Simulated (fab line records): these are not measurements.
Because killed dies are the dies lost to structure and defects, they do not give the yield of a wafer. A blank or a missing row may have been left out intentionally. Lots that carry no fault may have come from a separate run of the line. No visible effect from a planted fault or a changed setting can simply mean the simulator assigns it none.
fab line records -- flow sky130 -- part 1 of 2: steps 1 to 29 of 42
record: lots: 5, wafers: 15, last_day: 50
route steps=708 shown LDD_LDN@302 SPACER@304 POLY_CUT@307 SD_P@320 RES_XHIGH@332 SD_N@342
lots that met no fault: from a run of the same line without faults
start_h: hours from the record's first day to the start of the lot's first wafer shown -- wait_h: how many hours have passed since the lot's step before this one -- " identical to the entry in the row above -- L1.1+2: a single row standing in for several wafers -- - value missing, or start not given -- * or withheld: withheld -- < > ~ a bound
route shown NAME@n: NAME is a module with steps in the file, n the number in the route of the first one -- usual: mean and standard deviation over wafers with no fault -- same: alike in all rows -- chamber/n: place in a boat -- sites: per-site readings -- _std_site: how widely they spread, as a standard deviation -- _edge_site: outer sites' mean less inner sites' -- radius_mm: how far each site lies from the wafer's centre -- mask NAME#n: copy n -- behind: tool/chamber where the wafer was last shaped -- hold: why the lot went on hold/how many hours it stayed there/how the hold came to an end -- device: the transistor (n, p or np) that didn't switch -- end of line: at the end of the route, the tests of the same wafers -- for a step that has no rows: nothing shown but its recipe -- killed: count of dies lost to structure and defects at first sort (not the wafer's yield) -- map: dies across one wafer; x = killed, . = not, _ = none there
set.NAME: the run value of the setting; set.NAME@STEP: its run value at that earlier step -- model.NAME: the simulator's own value behind a step, which no gauge read
lots at selected steps of the route; one table per step, one row per wafer
services: when a tool's chamber went out of use (start_h, in hours from the record's first day, below 0 if earlier), for how many hours, and the reason
== steps ==
step: SKY_LDD_LDN_TW_MEAS_13
usual: LDD_LDN_TW: 1485/15
lot.wafer,tool,chamber,start_h,wait_h,LDD_LDN_TW
L074.3,film_metro-01,-,524.04,0.1,1472
L074.4,film_metro-01,-,524.04,0.1,1479
L074.6,film_metro-01,-,524.04,0.1,1488
L075.3,film_metro-03,-,537.93,0.1,1474
L075.5,film_metro-03,-,537.93,0.1,1472
L075.6,film_metro-03,-,537.93,0.1,1477
L078.1,film_metro-04,-,563.36,0.1,1520
L078.4,film_metro-04,-,563.36,0.1,1510
L078.6,film_metro-04,-,563.36,0.1,1502
L095.1,film_metro-01,-,706.92,0.1,1482
L095.5,film_metro-01,-,706.92,0.1,1484
L095.6,film_metro-01,-,706.92,0.1,1490
L097.2,film_metro-03,-,725.42,0.1,1473
L097.3,film_metro-03,-,725.42,0.1,1474
L097.5,film_metro-03,-,725.42,0.1,1466
step: SKY_LDD_LDN_CLEAN_14
recipe: chemistry: SC1/SC2, mix: 1:4:20, temp_c: 70, time_s: 150, dry: n2_spin
lot.wafer,tool,chamber,start_h,wait_h
L074.3+4+6,wet_bench-02,1,524.08,0.0
L075.3+5+6,wet_bench-04,3,537.97,0.0
L078.1+4+6,wet_bench-03,3,563.42,0.1
L095.1+5+6,wet_bench-02,0,706.98,0.1
L097.2+3+5,wet_bench-03,0,725.47,0.0
step: SKY_SPACER_CVD_00
recipe: material: Si3N4, precursor: DCS/NH3, target_thk_nm: 43.1, temp_c: 770, time_s: 740, pressure_mtorr: 250
usual: spike_tc_centre_C: 769.6/1.7
lot.wafer,tool,chamber,start_h,wait_h,spike_tc_centre_C
L074.3,lpcvd-02,0,524.13,0.0,770.0
L074.4,lpcvd-02,0,524.13,0.0,768.2
L074.6,lpcvd-02,0,524.13,0.0,767.5
L075.3,lpcvd-02,1,538.09,0.1,770.6
L075.5,lpcvd-02,1,538.09,0.1,770.2
L075.6,lpcvd-02,1,538.09,0.1,771.1
L078.1,lpcvd-02,0,564.68,1.2,765.1
L078.4,lpcvd-02,0,564.68,1.2,767.1
L078.6,lpcvd-02,0,564.68,1.2,768.4
L095.1,lpcvd-02,0,707.03,0.0,769.5
L095.5,lpcvd-02,0,707.03,0.0,768.8
L095.6,lpcvd-02,0,707.03,0.0,768.0
L097.2,lpcvd-02,0,726.41,0.9,768.0
L097.3,lpcvd-02,0,726.41,0.9,768.0
L097.5,lpcvd-02,0,726.41,0.9,767.1
step: SKY_SPACER_THK_MEAS_01
recipe: reads: Si3N4_of_SPACER_CVD_00
usual: SPACER_CVD_00_THK: 42.9/0.33
lot.wafer,tool,chamber,start_h,wait_h,SPACER_CVD_00_THK[nm]
L074.3,film_metro-02,-,525.35,0.0,43.0
L074.4,film_metro-02,-,525.35,0.0,42.7
L074.6,film_metro-02,-,525.35,0.0,42.8
L075.3,film_metro-01,-,539.31,0.0,42.8
L075.5,film_metro-01,-,539.31,0.0,43.3
L075.6,film_metro-01,-,539.31,0.0,43.2
L078.1,film_metro-01,-,565.88,0.0,42.9
L078.4,film_metro-01,-,565.88,0.0,42.9
L078.6,film_metro-01,-,565.88,0.0,42.8
L095.1,film_metro-01,-,708.24,0.0,43.6
L095.5,film_metro-01,-,708.24,0.0,43.5
L095.6,film_metro-01,-,708.24,0.0,43.4
L097.2,film_metro-02,-,727.63,0.0,42.5
L097.3,film_metro-02,-,727.63,0.0,42.6
L097.5,film_metro-02,-,727.63,0.0,42.9
step: SKY_SPACER_ETCHBACK_02
recipe: chemistry: CH3F/O2, target: Si3N4, stop_on: SiO2, source_w: 400, bias_w: 80, pressure_mtorr: 25, ch3f_flow_sccm: 40, O2_flow_sccm: 30, time_s: 46.7, target_depth_a: 450
usual: ch3f_flow_sccm: 40.00/0.12, drypump_motor_current_A: 5.7/0.35, oes_product_au: 0.852/0.0055, throttle_valve_pct: 10.563/0.0089
lot.wafer,tool,chamber,start_h,wait_h,ch3f_flow_sccm,drypump_motor_current_A,oes_product_au,rf_hours_counter_h,throttle_valve_pct
L074.3,rie_diel-01,3,525.39,0.0,40.02,6.0,0.852,7,10.559
L074.4,rie_diel-01,1,525.39,0.0,39.93,5.1,0.852,-,10.565
L074.6,rie_diel-01,2,525.39,0.0,40.05,5.1,0.848,-,10.561
L075.3,rie_diel-02,1,539.35,0.0,39.88,5.6,0.851,4,10.573
L075.5,rie_diel-02,3,539.35,0.0,40.16,5.6,0.848,-,10.572
L075.6,rie_diel-02,2,539.35,0.0,40.11,5.6,0.856,-,10.546
L078.1,rie_diel-02,1,565.94,0.1,39.71,5.6,0.851,4,10.573
L078.4,rie_diel-02,2,565.94,0.1,40.12,5.6,0.849,14,10.556
L078.6,rie_diel-02,2,565.94,0.1,40.14,5.6,0.852,-,10.577
L095.1,rie_diel-03,1,708.30,0.1,39.77,4.9,0.862,2,10.575
L095.5,rie_diel-03,3,708.30,0.1,39.83,5.4,0.853,-,10.554
L095.6,rie_diel-03,0,708.30,0.1,40.02,6.0,0.857,-,10.578
L097.2,rie_diel-03,2,727.68,0.0,39.88,5.9,0.855,40,10.551
L097.3,rie_diel-03,1,727.68,0.0,40.05,4.9,0.851,2,10.552
L097.5,rie_diel-03,1,727.68,0.0,40.06,4.9,0.848,-,10.551
step: SKY_POLY_CUT_DEHYDRATE_00
recipe: temp_c: 200, time_s: 60
usual: plate_temp_C: 200.00/0.15
lot.wafer,tool,chamber,start_h,wait_h,plate_temp_C
L074.3,litho_track-01,0,540.41,15.0,199.89
L074.4,litho_track-01,0,540.41,15.0,200.12
L074.6,litho_track-01,0,540.41,15.0,199.97
L075.3,litho_track-03,0,552.82,13.4,199.95
L075.5,litho_track-03,0,552.82,13.4,200.15
L075.6,litho_track-03,0,552.82,13.4,199.95
L078.1,litho_track-03,0,580.07,14.1,200.27
L078.4,litho_track-03,0,580.07,14.1,200.10
L078.6,litho_track-03,0,580.07,14.1,200.01
L095.1,litho_track-01,0,721.91,13.6,199.88
L095.5,litho_track-01,0,721.91,13.6,199.86
L095.6,litho_track-01,0,721.91,13.6,199.90
L097.2,litho_track-02,0,740.86,13.2,199.95
L097.3,litho_track-02,0,740.86,13.2,200.18
L097.5,litho_track-02,0,740.86,13.2,199.82
step: SKY_POLY_CUT_HMDS_01
recipe: prime_time_s: 60, prime_temp_c: 120
lot.wafer,tool,chamber,start_h,wait_h
L074.3+4+6,litho_track-01,0,540.56,0.1
L075.3+5+6,litho_track-03,0,552.97,0.1
L078.1+4+6,litho_track-03,0,580.22,0.1
L095.1+5+6,litho_track-01,0,722.06,0.1
L097.2+3+5,litho_track-02,0,741.01,0.1
step: SKY_POLY_CUT_COAT_02
recipe: resist: BARC, temp_c: withheld, time_s: withheld, spin_rpm: 3000, resist_thk_nm: 60
lot.wafer,tool,chamber,start_h,wait_h
L074.3+4+6,litho_track-01,0,540.71,0.1
L075.3+5+6,litho_track-03,0,553.12,0.1
L078.1+4+6,litho_track-03,0,580.37,0.1
L095.1+5+6,litho_track-01,0,722.21,0.1
L097.2+3+5,litho_track-02,0,741.16,0.1
step: SKY_POLY_CUT_COAT_03
recipe: resist: KrF-thick, spin_rpm: 3000, resist_thk_nm: 450
lot.wafer,tool,chamber,start_h,wait_h
L074.3+4+6,litho_track-01,0,-,-
L075.3+5+6,litho_track-03,0,-,-
L078.1+4+6,litho_track-03,0,-,-
L095.1+5+6,litho_track-01,0,-,-
L097.2+3+5,litho_track-02,0,-,-
step: SKY_POLY_CUT_SOFTBAKE_04
recipe: temp_c: 100, time_s: 90, resist: KrF-thick
usual: plate_temp_C: 100.02/0.14
lot.wafer,tool,chamber,start_h,wait_h,plate_temp_C
L074.3,litho_track-01,0,-,-,99.72
L074.4,litho_track-01,0,-,-,100.01
L074.6,litho_track-01,0,-,-,99.98
L075.3,litho_track-03,0,-,-,100.02
L075.5,litho_track-03,0,-,-,99.98
L075.6,litho_track-03,0,-,-,99.95
L078.1,litho_track-03,0,-,-,99.82
L078.4,litho_track-03,0,-,-,99.80
L078.6,litho_track-03,0,-,-,99.72
L095.1,litho_track-01,0,-,-,100.12
L095.5,litho_track-01,0,-,-,100.32
L095.6,litho_track-01,0,-,-,100.15
L097.2,litho_track-02,0,-,-,99.89
L097.3,litho_track-02,0,-,-,99.93
L097.5,litho_track-02,0,-,-,99.95
step: SKY_POLY_CUT_EXPOSE_05
recipe: mask_id: NPCM, na: 0.8, source_shape: annular, sigma_inner: 0.55, sigma_outer: 0.85, target_cd_nm: 270, dose_mj: 32
lot.wafer,tool,chamber,start_h,wait_h,mask
L074.3+4+6,krf_scanner-02,0,-,-,NPCM#0
L075.3+5+6,krf_scanner-01,0,-,-,NPCM#0
L078.1+4+6,krf_scanner-02,0,-,-,NPCM#0
L095.1+5+6,krf_scanner-01,0,-,-,NPCM#0
L097.2+3+5,krf_scanner-01,0,-,-,NPCM#0
step: SKY_POLY_CUT_PEB_06
recipe: peb_temp_c: withheld, peb_time_s: withheld, resist: KrF-thick
lot.wafer,tool,chamber,start_h,wait_h
L074.3+4+6,litho_track-01,0,-,-
L075.3+5+6,litho_track-02,0,-,-
L078.1+4+6,litho_track-02,0,-,-
L095.1+5+6,litho_track-01,0,-,-
L097.2+3+5,litho_track-02,0,-,-
step: SKY_POLY_CUT_DEVELOP_07
recipe: develop_time_s: 60, resist: KrF-thick, dev_temp_c: 21
lot.wafer,tool,chamber,start_h,wait_h
L074.3+4+6,litho_track-01,0,-,-
L075.3+5+6,litho_track-02,0,-,-
L078.1+4+6,litho_track-02,0,-,-
L095.1+5+6,litho_track-01,0,-,-
L097.2+3+5,litho_track-02,0,-,-
step: SKY_POLY_CUT_CD_MEAS_08
recipe: target_cd_nm: 270
usual: cd_nm: 269.9/1.5
lot.wafer,tool,chamber,start_h,wait_h,cd_nm
L074.3,cd_sem-01,-,555.93,-,271.1
L074.4,cd_sem-01,-,555.93,-,270.1
L074.6,cd_sem-01,-,555.93,-,270.8
L075.3,cd_sem-02,-,569.08,-,269.5
L075.5,cd_sem-02,-,569.08,-,270.1
L075.6,cd_sem-02,-,569.08,-,269.1
L078.1,cd_sem-01,-,595.64,-,270.8
L078.4,cd_sem-01,-,595.64,-,269.7
L078.6,cd_sem-01,-,595.64,-,270.0
L095.1,cd_sem-02,-,735.91,-,270.2
L095.5,cd_sem-02,-,735.91,-,270.0
L095.6,cd_sem-02,-,735.91,-,271.2
L097.2,cd_sem-02,-,755.01,-,271.0
L097.3,cd_sem-02,-,755.01,-,271.0
L097.5,cd_sem-02,-,755.01,-,270.5
step: SKY_POLY_CUT_OVL_MEAS_09
usual: POLY_CUT_OVL: -4/5
lot.wafer,tool,chamber,start_h,wait_h,POLY_CUT_OVL[nm]
L074.3,overlay-01,-,556.02,0.1,-8
L074.4,overlay-01,-,556.02,0.1,-9
L074.6,overlay-01,-,556.02,0.1,-8
L075.3,overlay-01,-,569.17,0.1,3
L075.5,overlay-01,-,569.17,0.1,-2
L075.6,overlay-01,-,569.17,0.1,-1
L078.1,overlay-01,-,595.76,0.1,-6
L078.4,overlay-01,-,595.76,0.1,-5
L078.6,overlay-01,-,595.76,0.1,-9
L095.1,overlay-02,-,736.03,0.1,7
L095.5,overlay-02,-,736.03,0.1,0
L095.6,overlay-02,-,736.03,0.1,1
L097.2,overlay-02,-,755.11,0.1,0
L097.3,overlay-02,-,755.11,0.1,6
L097.5,overlay-02,-,755.11,0.1,5
step: SKY_POLY_CUT_ETCH_10
recipe: chemistry: N2/H2, target: BARC, ion_energy_ev: 200, source_w: 500, bias_w: 100, pressure_mtorr: 30, n2_flow_sccm: 100, h2_flow_sccm: 200, stop_on: SiO2, time_s: 45.9, target_depth_a: 600
usual: drypump_motor_current_A: 5.7/0.4, oes_product_au: 0.855/0.005, throttle_valve_pct: 13.225/0.0095
lot.wafer,tool,chamber,start_h,wait_h,drypump_motor_current_A,oes_product_au,rf_hours_counter_h,throttle_valve_pct
L074.3,rie_diel-02,0,556.05,0.0,6.1,0.867,7,13.217
L074.4,rie_diel-02,3,556.05,0.0,5.6,0.848,6,13.236
L074.6,rie_diel-02,3,556.05,0.0,5.6,0.860,-,13.223
L075.3,rie_diel-02,0,569.19,0.0,6.1,0.860,7,13.217
L075.5,rie_diel-02,0,569.19,0.0,6.1,0.856,-,13.215
L075.6,rie_diel-02,1,569.19,0.0,5.6,0.854,-,13.223
L078.1,rie_diel-02,0,595.79,0.0,6.1,0.859,7,13.203
L078.4,rie_diel-02,3,595.79,0.0,5.6,0.852,7,13.232
L078.6,rie_diel-02,1,595.79,0.0,5.6,0.857,-,13.230
L095.1,rie_diel-02,3,736.07,0.0,5.6,0.852,10,13.228
L095.5,rie_diel-02,3,736.07,0.0,5.6,0.856,-,13.209
L095.6,rie_diel-02,0,736.07,0.0,6.1,0.860,-,13.238
L097.2,rie_diel-01,2,755.14,0.0,5.1,0.855,9,13.214
L097.3,rie_diel-01,3,755.14,0.0,6.0,0.854,-,13.227
L097.5,rie_diel-01,2,755.14,0.0,5.2,0.849,-,13.211
step: SKY_POLY_CUT_ETCH_11
recipe: target: Si3N4, chemistry: CF4/CH2F2/Ar, stop_on: poly-Si, source_w: 600, bias_w: 150, pressure_mtorr: 40, cf4_flow_sccm: 40, ch2f2_flow_sccm: 20, Ar_flow_sccm: 150, time_s: 42.5, target_depth_a: 600
usual: drypump_motor_current_A: 5.7/0.41, oes_product_au: 0.830/0.0067, throttle_valve_pct: 14.993/0.0093
lot.wafer,tool,chamber,start_h,wait_h,drypump_motor_current_A,oes_product_au,rf_hours_counter_h,throttle_valve_pct
L074.3,rie_diel-02,0,556.09,0.0,6.1,0.828,7,14.981
L074.4,rie_diel-02,3,556.09,0.0,5.6,0.830,6,14.991
L074.6,rie_diel-02,3,556.09,0.0,5.6,0.828,-,14.985
L075.3,rie_diel-02,0,569.24,0.0,6.1,0.839,7,14.988
L075.5,rie_diel-02,0,569.24,0.0,6.1,0.830,-,14.983
L075.6,rie_diel-02,1,569.24,0.0,5.6,0.823,-,14.992
L078.1,rie_diel-02,0,595.84,0.0,6.2,0.828,7,14.987
L078.4,rie_diel-02,3,595.84,0.0,5.6,0.830,7,14.979
L078.6,rie_diel-02,1,595.84,0.0,5.6,0.831,-,14.992
L095.1,rie_diel-02,3,736.11,0.0,5.6,0.835,10,14.999
L095.5,rie_diel-02,3,736.11,0.0,5.6,0.835,-,14.989
L095.6,rie_diel-02,0,736.11,0.0,6.1,0.829,-,15.003
L097.2,rie_diel-01,2,755.21,0.0,5.1,0.828,9,15.013
L097.3,rie_diel-01,3,755.21,0.0,6.0,0.822,-,14.987
L097.5,rie_diel-01,2,755.21,0.0,5.1,0.827,-,14.991
step: SKY_POLY_CUT_STRIP_12
recipe: chemistry: O2/N2, power_w: 1400, pressure_mtorr: 1500, platen_temp_c: withheld, o2_flow_sccm: 3000, n2_flow_sccm: 300, overash_fraction: 0.5
usual: drypump_motor_current_A: 5.8/0.49, oes_product_au: 0.452/0.0046, strip_time_to_endpoint_s: 5.358/0.018
lot.wafer,tool,chamber,start_h,wait_h,drypump_motor_current_A,oes_product_au,rf_hours_counter_h,strip_time_to_endpoint_s
L074.3,plasma_asher-01,0,556.16,0.1,5.7,0.452,-,5.360
L074.4,plasma_asher-01,1,556.16,0.1,5.6,0.454,-,5.350
L074.6,plasma_asher-01,0,556.16,0.1,5.6,0.459,-,5.355
L075.3,plasma_asher-02,0,569.31,0.1,6.6,0.451,-,5.347
L075.5,plasma_asher-02,0,569.31,0.1,6.6,0.455,-,5.371
L075.6,plasma_asher-02,1,569.31,0.1,5.1,0.454,-,5.366
L078.1,plasma_asher-02,0,595.88,0.0,6.6,0.449,80,5.369
L078.4,plasma_asher-02,0,595.88,0.0,6.6,0.451,-,5.362
L078.6,plasma_asher-02,1,595.88,0.0,5.1,0.450,-,5.411
L095.1,plasma_asher-04,0,736.15,0.0,5.6,0.459,31,5.368
L095.5,plasma_asher-04,0,736.15,0.0,5.6,0.452,-,5.381
L095.6,plasma_asher-04,1,736.15,0.0,5.9,0.457,-,5.371
L097.2,plasma_asher-04,0,755.27,0.0,5.6,0.460,33,5.332
L097.3,plasma_asher-04,1,755.27,0.0,5.9,0.450,-,5.325
L097.5,plasma_asher-04,1,755.27,0.0,5.9,0.446,-,5.336
step: SKY_SD_P_DEHYDRATE_00
recipe: temp_c: 200, time_s: 60
usual: plate_temp_C: 199.99/0.13
lot.wafer,tool,chamber,start_h,wait_h,plate_temp_C
L074.3,litho_track-03,0,570.72,14.5,199.94
L074.4,litho_track-03,0,570.72,14.5,199.99
L074.6,litho_track-03,0,570.72,14.5,199.89
L075.3,litho_track-03,0,583.12,13.8,200.12
L075.5,litho_track-03,0,583.12,13.8,199.90
L075.6,litho_track-03,0,583.12,13.8,200.16
L078.1,litho_track-04,0,609.98,14.1,199.92
L078.4,litho_track-04,0,609.98,14.1,199.75
L078.6,litho_track-04,0,609.98,14.1,199.99
L095.1,litho_track-01,0,749.16,13.0,199.95
L095.5,litho_track-01,0,749.16,13.0,200.18
L095.6,litho_track-01,0,749.16,13.0,199.98
L097.2,litho_track-04,0,768.45,13.2,200.00
L097.3,litho_track-04,0,768.45,13.2,200.09
L097.5,litho_track-04,0,768.45,13.2,200.07
step: SKY_SD_P_HMDS_01
recipe: prime_time_s: 60, prime_temp_c: 120
lot.wafer,tool,chamber,start_h,wait_h
L074.3+4+6,litho_track-03,0,570.87,0.1
L075.3+5+6,litho_track-03,0,583.27,0.1
L078.1+4+6,litho_track-04,0,610.13,0.1
L095.1+5+6,litho_track-01,0,749.31,0.1
L097.2+3+5,litho_track-04,0,768.60,0.1
step: SKY_SD_P_COAT_02
recipe: resist: NOVOLAK, spin_rpm: 3000, resist_thk_nm: 1140
lot.wafer,tool,chamber,start_h,wait_h
L074.3+4+6,litho_track-03,0,571.02,0.1
L075.3+5+6,litho_track-03,0,583.42,0.1
L078.1+4+6,litho_track-04,0,610.28,0.1
L095.1+5+6,litho_track-01,0,749.46,0.1
L097.2+3+5,litho_track-04,0,768.75,0.1
step: SKY_SD_P_SOFTBAKE_03
recipe: temp_c: 90, time_s: 60, resist: NOVOLAK
usual: plate_temp_C: 90.00/0.11
lot.wafer,tool,chamber,start_h,wait_h,plate_temp_C
L074.3,litho_track-03,0,571.17,0.1,89.94
L074.4,litho_track-03,0,571.17,0.1,89.91
L074.6,litho_track-03,0,571.17,0.1,90.04
L075.3,litho_track-03,0,583.57,0.1,90.07
L075.5,litho_track-03,0,583.57,0.1,90.09
L075.6,litho_track-03,0,583.57,0.1,90.00
L078.1,litho_track-04,0,610.43,0.1,90.17
L078.4,litho_track-04,0,610.43,0.1,90.00
L078.6,litho_track-04,0,610.43,0.1,90.00
L095.1,litho_track-01,0,749.61,0.1,90.04
L095.5,litho_track-01,0,749.61,0.1,90.09
L095.6,litho_track-01,0,749.61,0.1,90.00
L097.2,litho_track-04,0,768.90,0.1,90.16
L097.3,litho_track-04,0,768.90,0.1,89.93
L097.5,litho_track-04,0,768.90,0.1,90.07
step: SKY_SD_P_EXPOSE_04
recipe: mask_id: PSDM, na: 0.6, source_shape: conventional, sigma_outer: 0.6, polarization: unpolarized, target_cd_nm: 380, dose_mj: 138
lot.wafer,tool,chamber,start_h,wait_h,mask
L074.3+4+6,iline_stepper-02,0,-,-,PSDM#0
L075.3+5+6,iline_stepper-02,0,-,-,PSDM#0
L078.1+4+6,iline_stepper-02,0,-,-,PSDM#0
L095.1+5+6,iline_stepper-01,0,-,-,PSDM#0
L097.2+3+5,iline_stepper-01,0,-,-,PSDM#0
step: SKY_SD_P_PEB_05
recipe: temp_c: withheld, time_s: *, resist: NOVOLAK
lot.wafer,tool,chamber,start_h,wait_h
L074.3+4+6,litho_track-03,0,-,-
L075.3+5+6,litho_track-01,0,-,-
L078.1+4+6,litho_track-03,0,-,-
L095.1+5+6,litho_track-01,0,-,-
L097.2+3+5,litho_track-01,0,-,-
step: SKY_SD_P_DEVELOP_06
recipe: resist: NOVOLAK, developer: TMAH, develop_time_s: 60, dev_temp_c: 23
lot.wafer,tool,chamber,start_h,wait_h
L074.3+4+6,litho_track-03,0,585.57,0.1
L075.3+5+6,litho_track-01,0,598.16,0.1
L078.1+4+6,litho_track-03,0,624.47,0.1
L095.1+5+6,litho_track-01,0,762.96,0.1
L097.2+3+5,litho_track-01,0,782.09,0.1
step: SKY_SD_P_CD_MEAS_07
recipe: target_cd_nm: 380
usual: cd_nm: 379.3/2.7
lot.wafer,tool,chamber,start_h,wait_h,cd_nm
L074.3,cd_sem-02,-,585.71,0.1,378.7
L074.4,cd_sem-02,-,585.71,0.1,376.9
L074.6,cd_sem-02,-,585.71,0.1,377.4
L075.3,cd_sem-02,-,598.30,0.1,380.1
L075.5,cd_sem-02,-,598.30,0.1,380.9
L075.6,cd_sem-02,-,598.30,0.1,381.8
L078.1,cd_sem-01,-,624.62,0.1,381.9
L078.4,cd_sem-01,-,624.62,0.1,381.0
L078.6,cd_sem-01,-,624.62,0.1,381.8
L095.1,cd_sem-02,-,763.11,0.1,380.6
L095.5,cd_sem-02,-,763.11,0.1,380.6
L095.6,cd_sem-02,-,763.11,0.1,383.4
L097.2,cd_sem-02,-,782.23,0.1,378.8
L097.3,cd_sem-02,-,782.23,0.1,380.0
L097.5,cd_sem-02,-,782.23,0.1,377.3
step: SKY_SD_P_OVL_MEAS_08
usual: SD_P_OVL: 0.7/1.3
lot.wafer,tool,chamber,start_h,wait_h,SD_P_OVL[nm]
L074.3,overlay-01,-,585.80,0.1,-1.2
L074.4,overlay-01,-,585.80,0.1,-0.2
L074.6,overlay-01,-,585.80,0.1,-1.5
L075.3,overlay-02,-,598.40,0.1,1.3
L075.5,overlay-02,-,598.40,0.1,0.6
L075.6,overlay-02,-,598.40,0.1,0.5
L078.1,overlay-01,-,624.74,0.1,1.8
L078.4,overlay-01,-,624.74,0.1,0.3
L078.6,overlay-01,-,624.74,0.1,1.7
L095.1,overlay-01,-,763.23,0.1,1.3
L095.5,overlay-01,-,763.23,0.1,2.6
L095.6,overlay-01,-,763.23,0.1,0.0
L097.2,overlay-01,-,782.34,0.1,-0.3
L097.3,overlay-01,-,782.34,0.1,0.7
L097.5,overlay-01,-,782.34,0.1,0.6
step: SKY_SD_P_IMPLANT_09
recipe: species: BF2, energy_kev: 20, dose_cm2: 3e+15, tilt_deg: 0
same: implant_ion_amu: 49
lot.wafer,tool,chamber,start_h,wait_h
L074.3+4+6,implanter-04,0,585.88,0.1
L075.3+5+6,implanter-02,0,598.47,0.1
L078.1+4+6,implanter-03,0,624.78,0.0
L095.1+5+6,implanter-03,0,763.27,0.0
L097.2+3+5,implanter-03,0,782.40,0.0
step: SKY_SD_P_STRIP_10
recipe: chemistry: O2/N2, power_w: 1400, pressure_mtorr: 1500, platen_temp_c: withheld, o2_flow_sccm: 3000, n2_flow_sccm: 300, overash_fraction: 0.5
usual: drypump_motor_current_A: 5.85/0.23, oes_product_au: 0.618/0.0045, strip_time_to_endpoint_s: 17.50/0.035
lot.wafer,tool,chamber,start_h,wait_h,drypump_motor_current_A,oes_product_au,rf_hours_counter_h,strip_time_to_endpoint_s
L074.3,plasma_asher-03,0,586.01,0.1,6.23,0.621,-,17.48
L074.4,plasma_asher-03,1,586.01,0.1,5.77,0.616,-,17.47
L074.6,plasma_asher-03,0,586.01,0.1,6.22,0.617,-,17.44
L075.3,plasma_asher-04,1,598.60,0.1,5.89,0.613,-,17.52
L075.5,plasma_asher-04,0,598.60,0.1,5.59,0.625,-,17.58
L075.6,plasma_asher-04,1,598.60,0.1,5.90,0.617,-,17.56
L078.1,plasma_asher-03,1,624.93,0.1,5.78,0.614,49,17.51
L078.4,plasma_asher-03,0,624.93,0.1,6.17,0.616,-,17.48
L078.6,plasma_asher-03,1,624.93,0.1,5.78,0.620,-,17.45
L095.1,plasma_asher-01,0,763.42,0.1,5.64,0.616,2,17.51
L095.5,plasma_asher-01,1,763.42,0.1,5.65,0.615,-,17.49
L095.6,plasma_asher-01,0,763.42,0.1,5.65,0.617,-,17.43
L097.2,plasma_asher-01,1,782.52,0.1,5.61,0.606,4,17.44
L097.3,plasma_asher-01,0,782.52,0.1,5.64,0.620,-,17.45
L097.5,plasma_asher-01,0,782.52,0.1,5.64,0.618,-,17.49
